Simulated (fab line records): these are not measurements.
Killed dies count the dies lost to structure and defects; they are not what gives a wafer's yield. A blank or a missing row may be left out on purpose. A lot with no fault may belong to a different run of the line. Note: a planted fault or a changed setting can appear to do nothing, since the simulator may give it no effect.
fab line records | flow sky130 | part 2 of 2: steps 31 to 42 of 42
record lots=5 wafers=15 lastDay=50
route steps=708 shown LDD_N@248 LDD_P@255 LDD_HVN@267 LDD_HVP@278 LDD_LDN@289
lots that met no fault: taken from a fault-free run of the same line
startH: hours from the record's opening day to when the first of the lot's shown wafers began | waitH: how many hours have passed since the lot's step before this one | " the same as in the row above | L1.1+2: a row that stands for several wafers | - value missing, or start not given | * or withheld: withheld | < > ~ a bound
route shown NAME@n: a module of which the file shows steps, and the number in the route of the first | usual: mean and standard deviation over wafers with no fault | same: alike in all rows | chamber/n: place in a boat | sites: per-site readings | _std_site: the standard deviation of these | _edge_site: mean of outer sites minus mean of inner sites | radiusMm: how far each site lies from the wafer's centre | mask NAME#n: copy n | behind: tool/chamber where the wafer was last shaped | hold: reason for holding the lot/hours on hold/outcome of the hold | device: whichever transistor did not switch (one of n, p or np) | end of line: tests of these same wafers at the route's end | a step given without rows: its recipe and nothing more | killed: not the wafer's yield, but the dies lost to structure and defects at the first sort | map: a wafer's dies, marking killed ones x, the rest . and places with no die _
set.NAME: the setting as run; set.NAME@STEP: as run at that earlier step | model.NAME: the simulator's own value behind a step, which no gauge read
lots at some steps of the route; a table a step, a row a wafer
services: when a tool's chamber went out of use (startH, in hours from the record's first day, below 0 if earlier), for how many hours, and the reason
## steps
# step SKY_LDD_HVP_DEHYDRATE_00
# recipe tempC=200 timeS=60
# columns lot.wafer tool chamber startH waitH
L074.1+2+4 lithoTrack-03 0 470.29 14.0
L078.2+4+5 lithoTrack-02 0 531.12 13.9
L087.1+4+6 lithoTrack-01 0 586.07 13.5
L096.1+2+4 lithoTrack-02 0 663.70 14.0
L097.3+4+6 lithoTrack-03 0 668.39 14.2
# step SKY_LDD_HVP_HMDS_01
# recipe primeTimeS=60 primeTempC=120
# columns lot.wafer tool chamber startH waitH
L074.1+2+4 lithoTrack-03 0 470.44 0.1
L078.2+4+5 lithoTrack-02 0 531.27 0.1
L087.1+4+6 lithoTrack-01 0 586.22 0.1
L096.1+2+4 lithoTrack-02 0 663.85 0.1
L097.3+4+6 lithoTrack-03 0 668.54 0.1
# step SKY_LDD_HVP_COAT_02
# recipe resist=NOVOLAK spinRpm=3000 resistThkNm=300
# usual spinSpeedRpm=3000.1/1.9
# columns lot.wafer tool chamber startH waitH spinSpeedRpm
L074.1 lithoTrack-03 0 470.59 0.1 2999.9
L074.2 " 0 " " 2999.3
L074.4 " 0 " " 2998.1
L078.2 lithoTrack-02 0 531.42 0.1 2999.7
L078.4 " 0 " " 2999.0
L078.5 " 0 " " 3002.1
L087.1 lithoTrack-01 0 586.37 0.1 2998.6
L087.4 " 0 " " 3003.2
L087.6 " 0 " " 3002.5
L096.1 lithoTrack-02 0 664.00 0.1 3000.9
L096.2 " 0 " " 2998.5
L096.4 " 0 " " 3001.3
L097.3 lithoTrack-03 0 668.69 0.1 2999.1
L097.4 " 0 " " 2998.2
L097.6 " 0 " " 2995.5
# step SKY_LDD_HVP_SOFTBAKE_03
# recipe tempC=91.22 timeS=60 resist=NOVOLAK
# columns lot.wafer tool chamber startH waitH
L074.1+2+4 lithoTrack-03 0 470.74 0.1
L078.2+4+5 lithoTrack-02 0 531.57 0.1
L087.1+4+6 lithoTrack-01 0 586.52 0.1
L096.1+2+4 lithoTrack-02 0 664.15 0.1
L097.3+4+6 lithoTrack-03 0 668.84 0.1
# step SKY_LDD_HVP_EXPOSE_04
# recipe maskId=HVPTM na=0.6 sourceShape=conventional sigmaOuter=0.6 polarization=unpolarized targetCdNm=700 doseMj=86
# same na=0.6
# columns lot.wafer tool chamber startH waitH mask
L074.1+2+4 ilineStepper-01 0 - - HVPTM#0
L078.2+4+5 ilineStepper-01 0 - - HVPTM#0
L087.1+4+6 ilineStepper-02 0 - - HVPTM#0
L096.1+2+4 ilineStepper-02 0 - - HVPTM#0
L097.3+4+6 ilineStepper-02 0 - - HVPTM#0
# step SKY_LDD_HVP_PEB_05
# recipe tempC=withheld timeS=* resist=NOVOLAK
# columns lot.wafer tool chamber startH waitH
L074.1+2+4 lithoTrack-03 0 - -
L078.2+4+5 lithoTrack-03 0 - -
L087.1+4+6 lithoTrack-01 0 - -
L096.1+2+4 lithoTrack-03 0 - -
L097.3+4+6 lithoTrack-01 0 - -
# step SKY_LDD_HVP_DEVELOP_06
# recipe resist=NOVOLAK developer=TMAH developTimeS=60 devTempC=23
# usual developerTempC=23.02/0.11
# columns lot.wafer tool chamber startH waitH developerTempC
L074.1 lithoTrack-03 0 485.74 0.1 23.02
L074.2 " 0 " " 23.18
L074.4 " 0 " " 23.07
L078.2 lithoTrack-03 0 547.12 0.1 23.01
L078.4 " 0 " " 23.14
L078.5 " 0 " " 23.00
L087.1 lithoTrack-01 0 601.47 0.1 23.00
L087.4 " 0 " " 23.14
L087.6 " 0 " " 22.99
L096.1 lithoTrack-03 0 677.04 0.1 22.80
L096.2 " 0 " " 22.95
L096.4 " 0 " " 22.98
L097.3 lithoTrack-01 0 681.27 0.1 23.00
L097.4 " 0 " " 23.02
L097.6 " 0 " " 22.98
# step SKY_LDD_HVP_OVL_MEAS_07
# usual LDD_HVP_OVL=-0.3/1.6
# columns lot.wafer tool chamber startH waitH LDD_HVP_OVL[nm]
L074.1 overlay-01 - 485.89 0.1 0.6
L074.2 " - " " -0.4
L074.4 " - " " -0.7
L078.2 overlay-02 - 547.25 0.1 0.0
L078.4 " - " " 1.9
L078.5 " - " " 0.6
L087.1 overlay-01 - 601.62 0.1 -2.4
L087.4 " - " " 0.2
L087.6 " - " " -1.6
L096.1 overlay-02 - 677.19 0.1 0.3
L096.2 " - " " 0.6
L096.4 " - " " -0.3
L097.3 overlay-02 - 681.38 0.1 -0.4
L097.4 " - " " 0.1
L097.6 " - " " -0.5
# step SKY_LDD_HVP_IMPLANT_08
# recipe species=B energyKev=20 doseCm2=1.7e+13 tiltDeg=17.9
# columns lot.wafer tool chamber startH waitH
L074.1+2+4 implanter-04 0 485.93 0.0
L078.2+4+5 implanter-03 0 547.30 0.0
L087.1+4+6 implanter-03 0 601.66 0.0
L096.1+2+4 implanter-04 0 677.23 0.0
L097.3+4+6 implanter-04 0 681.46 0.1
# step SKY_LDD_HVP_STRIP_09
# recipe chemistry=O2/N2 powerW=1400 pressureMtorr=1500 platenTempC=withheld o2FlowSccm=3000 n2FlowSccm=300 overashFraction=0.5
# usual drypumpMotorCurrentA=5.8/0.48 n2FlowSccm=300.1/0.89 oesProductAu=0.408/0.0046 stripTimeToEndpointS=4.118/0.015
# columns lot.wafer tool chamber startH waitH drypumpMotorCurrentA n2FlowSccm oesProductAu rfHoursCounterH stripTimeToEndpointS
L074.1 plasmaAsher-04 1 486.08 0.1 6.0 299.8 0.408 80 4.079
L074.2 " 0 " " 6.0 299.4 0.413 80 4.081
L074.4 " 1 " " 6.0 298.4 0.403 - 4.100
L078.2 plasmaAsher-04 0 547.43 0.1 6.0 301.6 0.405 86 4.110
L078.4 " 1 " " 6.0 300.1 0.408 - 4.119
L078.5 " 0 " " 6.0 299.6 0.415 - 4.135
L087.1 plasmaAsher-03 1 601.81 0.1 5.8 299.5 0.407 44 4.118
L087.4 " 0 " " 6.5 301.3 0.407 - 4.149
L087.6 " 0 " " 6.5 300.8 0.416 - 4.119
L096.1 plasmaAsher-04 1 677.38 0.1 6.1 299.3 0.409 97 4.125
L096.2 " 0 " " 6.0 301.8 0.405 97 4.123
L096.4 " 0 " " 6.0 301.8 0.401 - 4.111
L097.3 plasmaAsher-03 0 681.59 0.1 6.5 300.3 0.404 - 4.130
L097.4 " 1 " " 5.9 299.4 0.406 - 4.139
L097.6 " 1 " " 5.9 298.1 0.410 - 4.122
# step SKY_LDD_HVP_TW_MEAS_10
# usual LDD_HVP_TW=452.3/3
# columns lot.wafer tool chamber startH waitH LDD_HVP_TW
L074.1 filmMetro-01 - 486.18 0.1 448.4
L074.2 " - " " 448.6
L074.4 " - " " 446.2
L078.2 filmMetro-01 - 547.54 0.1 451.5
L078.4 " - " " 451.8
L078.5 " - " " 447.0
L087.1 filmMetro-01 - 601.91 0.1 452.0
L087.4 " - " " 450.9
L087.6 " - " " 452.0
L096.1 filmMetro-02 - 677.48 0.1 455.0
L096.2 " - " " 455.4
L096.4 " - " " 454.8
L097.3 filmMetro-01 - 681.68 0.1 453.0
L097.4 " - " " 451.1
L097.6 " - " " 450.5
# step SKY_LDD_LDN_DEHYDRATE_00
# recipe tempC=200 timeS=60
# columns lot.wafer tool chamber startH waitH
L074.1+2+4 lithoTrack-04 0 500.69 14.5
L078.2+4+5 lithoTrack-04 0 561.26 13.7
L087.1+4+6 lithoTrack-02 0 615.05 13.1
L096.1+2+4 lithoTrack-02 0 690.85 13.4
L097.3+4+6 lithoTrack-03 0 694.94 13.3
## services
# columns tool chamber startH hours kind
ilineStepper-01 - 372.44 1.7 pm
implanter-03 - 381.38 9.2 pm
implanter-02 - 390.88 47.0 pm
plasmaAsher-03 - 400.81 2.1 repair
plasmaAsher-02 - 421.25 9.0 pm
ilineStepper-02 - 438.16 3.0 repair
ilineStepper-01 - 444.53 12.3 repair
implanter-02 - 446.55 9.4 repair
implanter-03 - 456.17 4.3 pm
ilineStepper-01 - 456.79 4.4 pm
ilineStepper-02 - 485.38 1.7 pm
ilineStepper-01 - 494.60 1.6 repair
implanter-02 - 513.62 1.8 repair
implanter-03 - 514.08 18.9 pm
implanter-04 - 549.18 3.7 pm
ilineStepper-01 - 574.76 16.1 repair
ilineStepper-01 - 590.90 1.7 pm
ilineStepper-02 - 596.60 6.4 repair
implanter-03 - 607.63 0.6 repair
implanter-04 - 613.98 4.0 repair
implanter-03 - 614.14 1.8 repair
ilineStepper-01 - 615.20 2.1 pm
implanter-02 - 618.23 4.0 repair
implanter-04 - 625.01 1.0 repair
